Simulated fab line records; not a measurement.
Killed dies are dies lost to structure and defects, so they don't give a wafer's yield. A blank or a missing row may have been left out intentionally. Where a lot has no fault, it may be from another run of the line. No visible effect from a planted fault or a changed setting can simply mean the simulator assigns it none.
Which tool was responsible? :: flow sky130 :: 12 lots with 36 wafers sampled at 3 steps, on a route of 708 steps

== WHAT EACH GAUGE READ, for each wafer ==
SKY_LOCAL_INTERCONNECT_OVL_MEAS_12.
lot: L183
measured: day 30 08:16
on: overlay-02
LOCAL_INTERCONNECT_OVL (nm): 0 -5 0

lot: L184
measured: day 30 10:56
on: overlay-02
LOCAL_INTERCONNECT_OVL (nm): 7 3 3

lot: L185
measured: day 30 19:52
on: overlay-01
LOCAL_INTERCONNECT_OVL (nm): -1 -3 2

lot: L187
measured: day 31 19:05
on: overlay-02
LOCAL_INTERCONNECT_OVL (nm): -4 1 -3

lot: L191
measured: day 33 04:10
on: overlay-02
LOCAL_INTERCONNECT_OVL (nm): -5 0 1

lot: L192
measured: day 33 13:07
on: overlay-01
LOCAL_INTERCONNECT_OVL (nm): 1 -1 0

lot: L193
measured: day 34 03:47
on: overlay-02
LOCAL_INTERCONNECT_OVL (nm): -2 -3 1

lot: L201
measured: day 36 20:13
on: overlay-01
LOCAL_INTERCONNECT_OVL (nm): 4 -1 -7

lot: L202
measured: day 37 02:22
on: overlay-01
LOCAL_INTERCONNECT_OVL (nm): 6 12 1

lot: L203
measured: day 37 03:19
on: overlay-01
LOCAL_INTERCONNECT_OVL (nm): 4 1 -3

lot: L204
measured: day 37 13:25
on: overlay-01
LOCAL_INTERCONNECT_OVL (nm): 3 4 4

lot: L205
measured: day 37 19:47
on: overlay-01
LOCAL_INTERCONNECT_OVL (nm): -6 -6 3

== EACH LOT AND THE TOOL THAT RAN IT (in order: tool; ch and the chambers of the sampled wafers; start) ==
lot: L183
SKY_LI_CONTACT_CVD_21: cvd-w-02 ch 0,1, day 29 03:49
SKY_LI_CONTACT_CMP_24: cmp-02 ch 0,1, day 29 04:04

lot: L184
SKY_LI_CONTACT_CVD_21: cvd-w-01 ch 0,1, day 29 06:16
SKY_LI_CONTACT_CMP_24: cmp-01 ch 1,2,3, day 29 06:37

lot: L185
SKY_LI_CONTACT_CVD_21: cvd-w-01 ch 0,1, day 29 15:18
SKY_LI_CONTACT_CMP_24: cmp-02 ch 0,2,3, day 29 15:36

lot: L187
SKY_LI_CONTACT_CVD_21: cvd-w-01 ch 0,1, day 30 14:00
SKY_LI_CONTACT_CMP_24: cmp-01 ch 1,2, day 30 14:21

lot: L191
SKY_LI_CONTACT_CVD_21: cvd-w-02 ch 0, day 32 00:38
SKY_LI_CONTACT_CMP_24: cmp-02 ch 1,2,3, day 32 01:02

lot: L192
SKY_LI_CONTACT_CVD_21: cvd-w-01 ch 0,1, day 32 10:03
SKY_LI_CONTACT_CMP_24: cmp-02 ch 0,1,2, day 32 10:21

lot: L193
SKY_LI_CONTACT_CVD_21: cvd-w-02 ch 0, day 33 00:04
SKY_LI_CONTACT_CMP_24: cmp-01 ch 0,2,3, day 33 00:30

lot: L201
SKY_LI_CONTACT_CVD_21: cvd-w-01 ch 0, day 35 17:24
SKY_LI_CONTACT_CMP_24: cmp-02 ch 1,2, day 35 17:44

lot: L202
SKY_LI_CONTACT_CVD_21: cvd-w-01 ch 0,1, day 35 23:40
SKY_LI_CONTACT_CMP_24: cmp-01 ch 1,3, day 35 23:59

lot: L203
SKY_LI_CONTACT_CVD_21: cvd-w-02 ch 0,1, day 36 00:24
SKY_LI_CONTACT_CMP_24: cmp-02 ch 2,3, day 36 00:43

lot: L204
SKY_LI_CONTACT_CVD_21: cvd-w-02 ch 0,1, day 36 10:54
SKY_LI_CONTACT_CMP_24: cmp-01 ch 0,2,3, day 36 11:19

lot: L205
SKY_LI_CONTACT_CVD_21: cvd-w-01 ch 0,1, day 36 16:55
SKY_LI_CONTACT_CMP_24: cmp-02 ch 0,1,3, day 36 17:17
- SKY_LI_CONTACT_CVD_21: deposits W, target thk 400 nm, time 120.56 s.
- SKY_LI_CONTACT_CMP_24: polishes, stops on PSG, t overpolish 20 s, target thk 0 nm.

== WHAT THE TOOLS THEMSELVES READ (means of the sampled wafers that have a number; where no wafer has one, the mark that the record gives instead) ==
SKY_LI_CONTACT_CVD_21.
lot: L183
tool: cvd-w-02
heater-power-w (W): 912

lot: L184
tool: cvd-w-01
heater-power-w (W): 851

lot: L185
tool: cvd-w-01
heater-power-w (W): 808

lot: L187
tool: cvd-w-01
heater-power-w (W): 855

lot: L191
tool: cvd-w-02
heater-power-w (W): 1014

lot: L192
tool: cvd-w-01
heater-power-w (W): 824

lot: L193
tool: cvd-w-02
heater-power-w (W): 1028

lot: L201
tool: cvd-w-01
heater-power-w (W): 816

lot: L202
tool: cvd-w-01
heater-power-w (W): 866

lot: L203
tool: cvd-w-02
heater-power-w (W): 939

lot: L204
tool: cvd-w-02
heater-power-w (W): 948

lot: L205
tool: cvd-w-01
heater-power-w (W): 836

SKY_LI_CONTACT_CMP_24.
lot: L183
tool: cmp-02
motor-current-A (A): 12.5
overpolish-run-s (s): 19.999
time-to-endpoint-s (s): 98

lot: L184
tool: cmp-01
motor-current-A (A): 11.8
overpolish-run-s (s): 20.002
time-to-endpoint-s (s): 100

lot: L185
tool: cmp-02
motor-current-A (A): 11.6
overpolish-run-s (s): 20.010
time-to-endpoint-s (s): 92

lot: L187
tool: cmp-01
motor-current-A (A): 12.2
overpolish-run-s (s): 19.994
time-to-endpoint-s (s): 96

lot: L191
tool: cmp-02
motor-current-A (A): 10.7
overpolish-run-s (s): 19.995
time-to-endpoint-s (s): 95

lot: L192
tool: cmp-02
motor-current-A (A): 11.5
overpolish-run-s (s): 20.000
time-to-endpoint-s (s): 93

lot: L193
tool: cmp-01
motor-current-A (A): 11.7
overpolish-run-s (s): 20.004
time-to-endpoint-s (s): 98

lot: L201
tool: cmp-02
motor-current-A (A): 11.0
overpolish-run-s (s): 20.008
time-to-endpoint-s (s): 97

lot: L202
tool: cmp-01
motor-current-A (A): 11.8
overpolish-run-s (s): 19.996
time-to-endpoint-s (s): 98

lot: L203
tool: cmp-02
motor-current-A (A): 11.0
overpolish-run-s (s): 20.000
time-to-endpoint-s (s): 92

lot: L204
tool: cmp-01
motor-current-A (A): 11.9
overpolish-run-s (s): 19.995
time-to-endpoint-s (s): 96

lot: L205
tool: cmp-02
motor-current-A (A): 12.0
overpolish-run-s (s): 19.996
time-to-endpoint-s (s): 94

== THE ANSWER, worked out from the rows above alone ==
Rule: usual is defined by the lots themselves. Put in order of their means at a reading, lots are off if they are a third of the lots or fewer, leave a main group of 4 or more, and stand apart from it by a gap of 3 or more times the standard deviation of the main group's means; of several such gaps the widest counts. Not used: any main group whose means are identical at the precision the tables above print for the reading. Also off: a lot with no number at a reading for which 4 or more lots have one. All remaining lots with rows at the step are treated as sound. Order of review: gauges by route order, followed by the tools' own readings, for which a lot's mean as printed above is used. At the first step where some lot is off, the reading lying furthest off is the one used; lots without a number count as furthest.
None of the lots is off at any reading shown; this tells nothing.

== WHAT THE SIMULATOR HAD PUT IN ==
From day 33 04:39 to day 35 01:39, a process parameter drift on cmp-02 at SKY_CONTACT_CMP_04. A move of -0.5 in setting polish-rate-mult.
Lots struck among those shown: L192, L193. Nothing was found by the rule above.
